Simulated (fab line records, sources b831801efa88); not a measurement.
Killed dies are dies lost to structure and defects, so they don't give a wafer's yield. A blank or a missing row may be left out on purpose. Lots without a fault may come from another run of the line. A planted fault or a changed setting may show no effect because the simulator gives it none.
Which tool did it? | flow gf180mcu | 6 lots, 18 wafers sampled, at 1 step of a route of 602

WHAT THE GAUGES READ, wafer by wafer
GF_M5_CD_MEAS_07: target cd 280 nm.
lot  | measured     | on        | cd_nm (nm)
L189 | day 26 10:01 | cd_sem-01 | 279.8 280.5 279.6
L191 | day 27 03:30 | cd_sem-01 | 280.2 281.7 282.1
L194 | day 28 05:05 | cd_sem-01 | 278.8 278.4 279.6
L201 | day 30 19:05 | cd_sem-02 | 281.1 280.8 281.2
L206 | day 32 04:32 | cd_sem-01 | 279.6 280.7 280.6
L209 | day 32 13:02 | cd_sem-01 | 282.2 281.3 281.4

WHICH TOOL RAN EACH LOT (tool, then ch and the chambers of the sampled wafers, then the start)
The record holds no process step before these readings.

THE ANSWER, worked out from the rows above alone
Rule: what is usual is taken from the lots themselves. Put in order of their means at a reading, lots are off if they are a third of the lots or fewer, leave a main group of 4 or more, and stand apart from it by a gap of 3 or more times the standard deviation of the main group's means; of several such gaps the widest counts. A main group whose means are all the same, to the digits that the tables above print for the reading, isn't used. A lot without any number at a reading at which 4 lots or more have one is off too. The other lots that the step has rows for count as sound.
No lot is off at any reading shown: from this, nothing can be told.

WHAT THE SIMULATOR HAD PUT IN
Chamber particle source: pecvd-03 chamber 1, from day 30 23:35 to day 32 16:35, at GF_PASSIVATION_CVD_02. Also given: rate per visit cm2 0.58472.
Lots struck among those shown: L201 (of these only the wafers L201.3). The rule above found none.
